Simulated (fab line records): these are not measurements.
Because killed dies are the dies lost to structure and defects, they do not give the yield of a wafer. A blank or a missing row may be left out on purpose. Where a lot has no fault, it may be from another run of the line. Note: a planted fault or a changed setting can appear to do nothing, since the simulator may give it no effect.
The tool behind it: which one? + flow sky130 + 45 wafers from 15 lots sampled at 3 of the route's 708 steps

WHAT THE GAUGES SHOWED, per wafer
SKY_FIELD_ISO_THK_MEAS_04.
| lot  | measured    | on            | FIELD_ISO_CVD_03_THK (nm) |
|------|-------------|---------------|---------------------------|
| L505 | day 1 15:41 | film metro-01 | 163.0 162.4 164.1         |
| L506 | day 1 19:26 | film metro-01 | 166.4 169.0 167.3         |
| L509 | day 2 11:08 | film metro-04 | 164.0 164.7 164.8         |
| L512 | day 3 01:13 | film metro-04 | 163.7 161.7 163.0         |
| L514 | day 3 11:10 | film metro-04 | 168.3 167.9 167.2         |
| L515 | day 3 15:33 | film metro-04 | 165.3 166.5 166.8         |
| L516 | day 3 21:05 | film metro-04 | 164.9 165.7 164.9         |
| L517 | day 4 02:00 | film metro-01 | 162.3 164.0 165.2         |
| L518 | day 4 07:09 | film metro-01 | 165.0 164.7 164.5         |
| L521 | day 5 01:29 | film metro-02 | 166.4 165.5 165.9         |
| L522 | day 5 05:50 | film metro-01 | 165.4 167.5 166.0         |
| L523 | day 5 08:39 | film metro-02 | 163.0 162.6 163.2         |
| L524 | day 5 12:59 | film metro-01 | 164.8 162.9 163.5         |
| L526 | day 6 00:49 | film metro-01 | 163.7 164.3 164.3         |
| L528 | day 6 10:29 | film metro-01 | 165.0 166.6 164.9         |

SKY_POLY_GATE_THK_MEAS_04.
| lot  | measured     | on            | POLY_GATE_CVD_03_THK (nm) |
|------|--------------|---------------|---------------------------|
| L505 | day 15 06:37 | film metro-02 | 75.3 74.4 75.3            |
| L506 | day 15 13:53 | film metro-01 | 74.2 74.9 74.4            |
| L509 | day 16 15:51 | film metro-02 | 74.6 74.9 74.4            |
| L512 | day 17 17:33 | film metro-02 | 75.7 75.6 76.2            |
| L514 | day 18 18:16 | film metro-03 | 74.3 75.0 75.6            |
| L515 | day 19 07:16 | film metro-01 | 76.2 76.2 75.7            |
| L516 | day 19 17:23 | film metro-03 | 76.0 75.9 75.8            |
| L517 | day 20 00:27 | film metro-01 | 73.7 73.6 72.8            |
| L518 | day 20 07:18 | film metro-01 | 74.5 74.2 74.5            |
| L521 | day 21 08:34 | film metro-02 | 74.2 74.2 74.1            |
| L522 | day 21 20:31 | film metro-03 | 74.0 73.9 74.2            |
| L523 | day 22 01:57 | film metro-01 | 74.3 73.1 73.2            |
| L524 | day 22 08:44 | film metro-01 | 74.0 74.3 75.3            |
| L526 | day 22 23:22 | film metro-03 | 74.9 74.5 74.2            |
| L528 | day 23 20:03 | film metro-02 | 75.0 74.4 74.4            |

SKY_LDD_P_OVL_MEAS_08.
| lot  | measured     | on         | LDD_P_OVL (nm) |
|------|--------------|------------|----------------|
| L505 | day 19 00:01 | overlay-02 | -0.7 -1.8 -0.8 |
| L506 | day 19 08:34 | overlay-02 | -0.6 0.4 -1.8  |
| L509 | day 20 14:49 | overlay-01 | -1.5 -2.2 -1.5 |
| L512 | day 21 17:25 | overlay-01 | -0.3 -1.0 -0.9 |
| L514 | day 22 21:07 | overlay-02 | -0.2 0.1 1.5   |
| L515 | day 23 09:43 | overlay-02 | 1.6 0.8 0.7    |
| L516 | day 23 20:03 | overlay-01 | -1.3 -2.1 -1.7 |
| L517 | day 24 00:46 | overlay-02 | 0.2 -0.2 -0.4  |
| L518 | day 24 06:10 | overlay-02 | 0.2 0.1 0.4    |
| L521 | day 25 07:07 | overlay-01 | 0.1 -0.3 0.7   |
| L522 | day 25 18:31 | overlay-02 | -0.6 -1.7 0.4  |
| L523 | day 25 23:01 | overlay-02 | 0.2 -0.3 -0.3  |
| L524 | day 26 04:37 | overlay-02 | -0.5 -0.2 -1.5 |
| L526 | day 26 19:46 | overlay-02 | 2.2 0.7 0.5    |
| L528 | day 27 15:22 | overlay-01 | -0.2 -0.9 0.1  |

WHAT TOOL EACH LOT RAN ON (gives the tool, then ch and the chambers of the sampled wafers, and finally the start)
Before these readings, the record contains no process step.

WHAT THE TOOLS THEMSELVES READ (means of the sampled wafers that have a number; where no wafer has one, the mark that the record gives instead)
The record holds no such reading with a usual standard deviation.

THE ANSWER, worked out from the rows above alone
Rule: the lots themselves supply what counts as usual. Put in order of their means at a reading, lots are off if they are a third of the lots or fewer, leave a main group of 4 or more, and stand apart from it by a gap of 3 or more times the standard deviation of the main group's means; of several such gaps the widest counts. A main group whose means are all the same, to the digits that the tables above print for the reading, isn't used. A lot without any number at a reading at which 4 lots or more have one is off too. The other lots that the step has rows for count as sound. First the gauges in route order, then the tools' own readings, where a lot's mean is used as printed above. The first step at which some lot is off is used, and at that step the reading that is off furthest; a lot without a number counts as furthest.
No lot is off on any of the readings shown, so nothing can be concluded from this.

WHAT THE SIMULATOR HAD PUT IN
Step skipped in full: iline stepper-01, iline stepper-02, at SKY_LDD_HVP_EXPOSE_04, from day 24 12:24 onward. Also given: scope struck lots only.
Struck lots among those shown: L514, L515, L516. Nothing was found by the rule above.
